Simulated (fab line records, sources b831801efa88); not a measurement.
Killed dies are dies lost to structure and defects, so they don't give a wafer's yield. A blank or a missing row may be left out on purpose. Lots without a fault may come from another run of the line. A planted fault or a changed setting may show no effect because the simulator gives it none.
fab line records | flow gf180mcu
record lots=11 wafers=33 last_day=34
route steps=602 shown HV_LDD@190 PSD@258 CONTACT@302
lots that met no fault: from a run of the same line without faults
start_h: hours from the record's first day to the start of the lot's first wafer shown | wait_h: hours since the lot's step before | " the same as in the row above | L1.1+2: a row that stands for several wafers | - no value, or no start given | * or withheld: withheld | < > ~ a bound
route shown NAME@n: a module of which the file shows steps, and the number in the route of the first | usual: mean/standard deviation of fault-free wafers | same: alike in all rows | chamber/n: place in a boat | sites: the reading at each site | _std_site: their standard deviation | _edge_site: outer sites' mean less inner sites' | radius_mm: how far each site lies from the wafer's centre | mask NAME#n: copy n | behind: the tool/chamber that last shaped the wafer | hold: why the lot was held/for how many hours/how that ended | device: the transistor (n, p or np) that didn't switch | end of line: the same wafers' tests at the end of the route | a step without rows: its recipe alone | killed: dies lost to structure and defects at the first sort, not the wafer's yield | map: a wafer's dies, x killed, . not, _ none there
set.NAME: the setting as run; set.NAME@STEP: as run at that earlier step | model.NAME: the simulator's own value behind a step, which no gauge read
steps of the route over a sample of lots; a table a step, a row a wafer
services: from which hour (start_h, from the record's first day; less than 0 if before it) a tool's chamber was out of use, for how many hours, and why
## steps
# step GF_HV_LDD_COAT_14
# recipe resist=NOVOLAK spin_rpm=3000 resist_thk_nm=1000
# usual chill_plate_temp_C=23.01/0.12 exhaust_pa=44.9/1.1 resist_line_temp_C=22.97/0.12 spin_speed_rpm=3000.0/2
# columns lot.wafer tool chamber start_h wait_h chill_plate_temp_C exhaust_pa resist_line_temp_C spin_speed_rpm
L969.2 litho_track-02 0 245.19 0.1 22.92 43.5 23.10 3001.7
L969.4 " 0 " " 23.03 45.3 23.08 2998.0
L969.5 " 0 " " 23.03 43.3 23.06 3001.4
L971.4 litho_track-04 0 253.21 0.1 23.27 45.3 22.97 3001.6
L971.5 " 0 " " 23.04 46.3 22.93 3000.6
L971.6 " 0 " " 23.21 46.1 22.90 2999.1
L972.1 litho_track-02 0 261.12 0.1 23.03 46.9 23.01 3000.1
L972.2 " 0 " " 23.08 45.3 23.01 3000.2
L972.4 " 0 " " 23.11 44.8 23.03 3002.6
L978.1 litho_track-03 0 302.54 0.1 22.79 46.6 22.96 2999.7
L978.2 " 0 " " 22.91 45.6 23.09 3000.0
L978.5 " 0 " " 22.85 46.5 23.14 2996.7
L979.1 litho_track-02 0 310.82 0.1 22.94 45.7 22.95 2998.9
L979.5 " 0 " " 22.92 43.2 22.74 3001.4
L979.6 " 0 " " 22.87 44.5 22.94 2999.0
L980.1 litho_track-04 0 314.84 0.1 22.89 46.0 23.11 2998.8
L980.4 " 0 " " 23.08 44.1 23.22 2999.2
L980.5 " 0 " " 22.94 45.7 23.21 3000.4
L986.1 litho_track-04 0 363.19 0.1 22.98 45.0 22.89 3568.4
L986.3 " 0 " " 22.96 46.7 23.00 3569.8
L986.4 " 0 " " 23.06 46.5 22.78 3570.1
L987.4 litho_track-02 0 366.54 0.1 23.06 43.9 22.95 2996.5
L987.5 " 0 " " 23.09 44.4 22.73 3001.3
L987.6 " 0 " " 23.02 42.8 22.84 2999.9
L988.1 litho_track-04 0 376.69 0.1 23.01 45.5 23.01 3570.1
L988.2 " 0 " " 22.92 44.6 22.86 3565.5
L988.6 " 0 " " 22.91 45.1 22.93 3567.0
L990.1 litho_track-02 0 388.86 0.1 23.22 44.9 22.92 3001.8
L990.3 " 0 " " 23.23 45.4 22.94 3001.6
L990.5 " 0 " " 23.30 46.0 22.96 3001.2
L991.2 litho_track-02 0 395.34 0.1 23.16 46.3 22.88 3000.3
L991.3 " 0 " " 23.10 45.8 23.14 3000.0
L991.6 " 0 " " 23.26 45.4 22.98 2998.5
# step GF_HV_LDD_CD_MEAS_19
# recipe target_cd_nm=400
# usual cd_nm=401.1/2.1
# columns lot.wafer tool chamber start_h wait_h cd_nm
L969.2 cd_sem-01 - 254.94 0.1 404.2
L969.4 " - " " 403.3
L969.5 " - " " 402.9
L971.4 cd_sem-01 - 263.00 0.1 401.3
L971.5 " - " " 399.8
L971.6 " - " " 399.2
L972.1 cd_sem-02 - 270.42 0.1 399.8
L972.2 " - " " 401.0
L972.4 " - " " 401.3
L978.1 cd_sem-02 - 312.62 0.1 398.3
L978.2 " - " " 397.7
L978.5 " - " " 398.5
L979.1 cd_sem-01 - 321.02 0.1 399.1
L979.5 " - " " 401.7
L979.6 " - " " 398.4
L980.1 cd_sem-01 - 325.39 0.1 403.6
L980.4 " - " " 401.1
L980.5 " - " " 401.3
L986.1 cd_sem-02 - 373.94 0.1 408.2
L986.3 " - " " 409.4
L986.4 " - " " 410.4
L987.4 cd_sem-02 - 377.70 0.1 401.5
L987.5 " - " " 401.9
L987.6 " - " " 404.6
L988.1 cd_sem-01 - 388.19 0.1 411.9
L988.2 " - " " 410.0
L988.6 " - " " 409.9
L990.1 cd_sem-02 - 400.21 0.1 400.1
L990.3 " - " " 401.0
L990.5 " - " " 399.9
L991.2 cd_sem-01 - 406.81 0.1 400.4
L991.3 " - " " 398.6
L991.6 " - " " 398.5
# step GF_HV_LDD_STRIP_22
# recipe chemistry=O2/N2 power_w=1400 pressure_mtorr=1500 platen_temp_c=250 o2_flow_sccm=3000 n2_flow_sccm=300 overash_fraction=0.5
# usual drypump_motor_current_A=5.8/0.49 heater_power_w=340/46 oes_product_au=0.716/0.005 strip_time_to_endpoint_s=12.63/0.038
# columns lot.wafer tool chamber start_h wait_h drypump_motor_current_A heater_power_w oes_product_au rf_hours_counter_h strip_time_to_endpoint_s
L969.2 plasma_asher-04 1 255.22 0.1 5.1 307 0.721 56 12.57
L969.4 " 1 " " 5.1 312 0.708 - 12.65
L969.5 " 0 " " 5.4 428 0.711 - 12.62
L971.4 plasma_asher-04 0 263.28 0.1 5.4 427 0.723 - 12.67
L971.5 " 1 " " 5.1 311 0.715 - 12.65
L971.6 " 0 " " 5.4 442 0.716 - 12.64
L972.1 plasma_asher-04 0 270.72 0.1 5.4 437 0.715 58 12.62
L972.2 " 1 " " 5.2 308 0.715 58 12.62
L972.4 " 0 " " 5.4 432 0.722 - 12.55
L978.1 plasma_asher-02 1 312.92 0.1 6.2 323 0.701 22 12.65
L978.2 " 0 " " 6.0 318 0.712 22 12.61
L978.5 " 1 " " 6.2 333 0.708 - 12.61
L979.1 plasma_asher-03 1 321.32 0.1 5.5 354 0.721 70 12.66
L979.5 " 1 " " 5.5 346 0.712 - 12.66
L979.6 " 0 " " 6.5 290 0.713 - 12.67
L980.1 plasma_asher-04 0 325.70 0.1 5.4 428 0.713 64 12.65
L980.4 " 1 " " 5.1 314 0.714 - 12.70
L980.5 " 0 " " 5.4 430 0.716 - 12.68
L986.1 plasma_asher-02 0 374.24 0.1 6.0 321 0.713 27 11.61
L986.3 " 1 " " 6.2 323 0.723 - 11.63
L986.4 " 0 " " 6.0 321 0.711 - 11.63
L987.4 plasma_asher-04 0 377.98 0.1 5.4 433 0.712 - 12.58
L987.5 " 0 " " 5.4 435 0.715 - 12.61
L987.6 " 1 " " 5.2 307 0.728 - 12.60
L988.1 plasma_asher-02 0 388.49 0.1 6.1 318 0.716 29 11.63
L988.2 " 1 " " 6.2 323 0.713 29 11.65
L988.6 " 1 " " 6.2 319 0.719 - 11.67
L990.1 plasma_asher-02 0 400.52 0.1 6.0 320 0.712 30 12.58
L990.3 " 0 " " 6.0 318 0.714 - 12.59
L990.5 " 1 " " 6.2 326 0.712 - 12.57
L991.2 plasma_asher-03 0 407.09 0.1 6.6 294 0.713 78 12.57
L991.3 " 1 " " 5.5 346 0.716 - 12.60
L991.6 " 1 " " 5.5 361 0.717 - 12.60
# step GF_PSD_STRIP_10
# recipe chemistry=O2/N2 power_w=1400 pressure_mtorr=1500 platen_temp_c=250 o2_flow_sccm=3000 n2_flow_sccm=300 overash_fraction=0.5
# usual drypump_motor_current_A=5.8/0.34 heater_power_w=323/36 oes_product_au=0.592/0.0048 strip_time_to_endpoint_s=16.53/0.036
# columns lot.wafer tool chamber start_h wait_h drypump_motor_current_A heater_power_w oes_product_au rf_hours_counter_h strip_time_to_endpoint_s
L969.2 plasma_asher-04 1 340.99 0.1 5.2 310 0.588 66 16.54
L969.4 " 1 " " 5.2 295 0.596 - 16.52
L969.5 " 0 " " 5.5 426 0.588 - 16.51
L971.4 plasma_asher-04 1 348.20 0.1 5.1 303 0.585 - 16.52
L971.5 " 0 " " 5.4 424 0.591 - 16.45
L971.6 " 1 " " 5.1 309 0.603 - 16.50
L972.1 plasma_asher-02 1 357.92 0.1 6.2 325 0.596 25 16.52
L972.2 " 0 " " 6.1 317 0.587 25 16.57
L972.4 " 1 " " 6.2 321 0.596 - 16.52
L978.1 plasma_asher-01 0 404.16 0.1 6.0 291 0.600 60 16.55
L978.2 " 1 " " 5.6 309 0.590 60 16.51
L978.5 " 1 " " 5.6 299 0.590 - 16.56
L979.1 plasma_asher-02 0 414.96 0.1 6.1 315 0.589 32 16.57
L979.5 " 0 " " 6.1 320 0.590 - 16.57
L979.6 " 1 " " 6.2 328 0.604 - 16.52
L980.1 plasma_asher-02 0 418.36 0.1 6.0 311 0.599 32 16.46
L980.4 " 1 " " 6.2 324 0.598 - 16.52
L980.5 " 1 " " 6.2 322 0.592 - 16.49
L986.1 plasma_asher-01 1 473.26 0.1 5.6 301 0.593 68 16.48
L986.3 " 1 " " 5.6 309 0.587 - 16.48
L986.4 " 0 " " 6.0 298 0.587 - 16.43
L987.4 plasma_asher-01 0 478.52 0.1 6.0 291 0.592 - 16.56
L987.5 " 1 " " 5.6 304 0.590 - 16.57
L987.6 " 0 " " 6.0 290 0.592 - 16.52
L988.1 plasma_asher-02 1 489.97 0.1 6.2 325 0.595 38 16.56
L988.2 " 0 " " 6.0 320 0.594 38 16.55
L988.6 " 1 " " 6.2 324 0.588 - 16.57
L990.1 plasma_asher-01 1 501.54 0.1 5.6 314 0.596 71 16.52
L990.3 " 0 " " 6.0 302 0.585 - 16.55
L990.5 " 1 " " 5.6 313 0.598 - 16.51
L991.2 plasma_asher-01 0 507.52 0.2 6.0 303 0.588 72 16.54
L991.3 " 0 " " 6.0 305 0.589 - 16.55
L991.6 " 0 " " 6.0 297 0.588 - 16.54
# step GF_CONTACT_OVL_MEAS_15
# usual CONTACT_OVL=4/5.7
# columns lot.wafer tool chamber start_h wait_h CONTACT_OVL[nm]
L969.2 overlay-02 - 386.51 0.1 4
L969.4 " - " " 8
L969.5 " - " " 3
L971.4 overlay-02 - 395.08 0.1 6
L971.5 " - " " -2
L971.6 " - " " 4
L972.1 overlay-01 - 405.96 0.1 4
L972.2 " - " " 0
L972.4 " - " " 11
L978.1 overlay-02 - 455.21 0.1 2
L978.2 " - " " 1
L978.5 " - " " -8
L979.1 overlay-01 - 465.71 0.1 10
L979.5 " - " " 4
L979.6 " - " " 6
L980.1 overlay-01 - 468.56 0.1 7
L980.4 " - " " 10
L980.5 " - " " 9
L986.1 overlay-02 - 522.33 0.1 13
L986.3 " - " " 13
L986.4 " - " " 15
L987.4 overlay-02 - 527.87 0.1 -1
L987.5 " - " " 9
L987.6 " - " " -3
L988.1 overlay-01 - 539.20 0.1 12
L988.2 " - " " 10
L988.6 " - " " 9
L990.1 overlay-02 - 549.73 0.1 0
L990.3 " - " " 7
L990.5 " - " " 4
L991.2 overlay-01 - 555.69 0.1 -4
L991.3 " - " " 7
L991.6 " - " " -8
# step GF_CONTACT_ETCH_16
# recipe chemistry=N2/H2 target_depth_a=withheld overetch_a=withheld time_s=withheld target=BARC ion_energy_ev=200 source_w=500 bias_w=100 pressure_mtorr=30 n2_flow_sccm=100 h2_flow_sccm=200
# usual drypump_motor_current_A=5.6/0.51 oes_product_au=0.855/0.0048 throttle_valve_pct=13.226/0.0081
# columns lot.wafer tool chamber start_h wait_h drypump_motor_current_A oes_product_au throttle_valve_pct
L969.2 rie_diel-02 2 386.54 0.0 5.5 0.842 13.227
L969.4 " 1 " " 6.2 0.852 13.231
L969.5 " 2 " " 5.5 0.859 13.206
L971.4 rie_diel-04 1 395.09 0.0 5.5 0.848 13.239
L971.5 " 1 " " 5.5 0.854 13.233
L971.6 " 0 " " 4.9 0.862 13.228
L972.1 rie_diel-01 0 405.99 0.0 6.5 0.859 13.226
L972.2 " 1 " " 5.6 0.856 13.229
L972.4 " 0 " " 6.5 0.851 13.219
L978.1 rie_diel-01 1 455.24 0.0 5.6 0.849 13.237
L978.2 " 2 " " 5.7 0.855 13.217
L978.5 " 0 " " 6.5 0.852 13.224
L979.1 rie_diel-02 1 465.74 0.0 6.2 0.853 13.219
L979.5 " 1 " " 6.2 0.860 13.218
L979.6 " 2 " " 5.5 0.856 13.224
L980.1 rie_diel-04 2 468.59 0.0 6.5 0.864 13.233
L980.4 " 1 " " 5.5 0.855 13.224
L980.5 " 0 " " 4.9 0.861 13.224
L986.1 rie_diel-01 1 522.37 0.0 5.6 0.855 13.235
L986.3 " 2 " " 5.7 0.850 13.222
L986.4 " 0 " " 6.5 0.859 13.227
L987.4 rie_diel-04 1 527.89 0.0 5.5 0.860 13.231
L987.5 " 3 " " 4.9 0.856 13.236
L987.6 " 2 " " 6.6 0.863 13.215
L988.1 rie_diel-04 0 539.24 0.0 5.0 0.851 13.227
L988.2 " 1 " " 5.5 0.860 13.220
L988.6 " 0 " " 5.0 0.851 13.226
L990.1 rie_diel-02 0 549.77 0.0 5.4 0.859 13.225
L990.3 " 2 " " 5.5 0.851 13.224
L990.5 " 0 " " 5.4 0.853 13.224
L991.2 rie_diel-02 3 555.72 0.0 5.8 0.858 13.225
L991.3 " 2 " " 5.5 0.854 13.236
L991.6 " 0 " " 5.4 0.848 13.218
## services
# columns tool chamber start_h hours kind
rie_diel-02 - 252.31 0.8 repair
plasma_asher-04 - 252.93 1.2 repair
rie_diel-02 0 255.57 2.6 repair
plasma_asher-01 - 270.34 0.4 repair
rie_diel-02 - 277.94 2.8 pm
rie_diel-04 - 281.30 0.2 repair
rie_diel-04 3 281.71 25.5 repair
rie_diel-02 0 294.52 4.0 repair
plasma_asher-02 - 294.89 0.7 repair
plasma_asher-01 - 306.20 4.1 repair
plasma_asher-02 - 325.63 14.7 repair
plasma_asher-02 - 328.48 1.8 repair
plasma_asher-02 - 346.73 0.9 repair
plasma_asher-01 - 348.37 4.3 pm
rie_diel-02 - 365.61 0.2 repair
plasma_asher-04 - 378.21 4.1 repair
rie_diel-04 2 382.38 1.3 repair
plasma_asher-01 - 411.09 2.8 pm
rie_diel-04 1 415.14 5.4 repair
plasma_asher-04 - 421.25 9.0 pm
plasma_asher-02 - 427.23 2.1 repair
rie_diel-02 - 462.71 0.5 repair
plasma_asher-02 - 469.60 14.6 pm
plasma_asher-02 - 535.55 2.8 pm
## key
first_sign step=GF_HV_LDD_COAT_14 reading=spin_speed_rpm direction=up sigmas=99+ usual=* struck=*
effect step=GF_HV_LDD_CD_MEAS_19 reading=cd_nm direction=up sigmas=4.2 usual=401.1 struck=410.0
effect step=GF_HV_LDD_STRIP_22 reading=strip_time_to_endpoint_s direction=down sigmas=26 usual=* struck=*
met_at GF_HV_LDD_COAT_14
struck_lots L986,L988
tester_left_out L986,L988
not_acting_at GF_PSD_STRIP_10,GF_CONTACT_OVL_MEAS_15,GF_CONTACT_ETCH_16
onset_between 314.84 363.19
fault kind=process_parameter_drift tool=litho_track-04 chamber=- onset_h=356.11 steps=GF_HV_LDD_COAT_14 channel=spin_rpm offset=* shape=step end_h=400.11 acts_in=* stated=*
# tester_left_out: of these lots the tester's yield and bins aren't shown, on N5 and GAA mostly nor the transistor test; their killed dies are dies lost to structure and defects alone, not to doping, threshold or leakage, so they don't give the yield
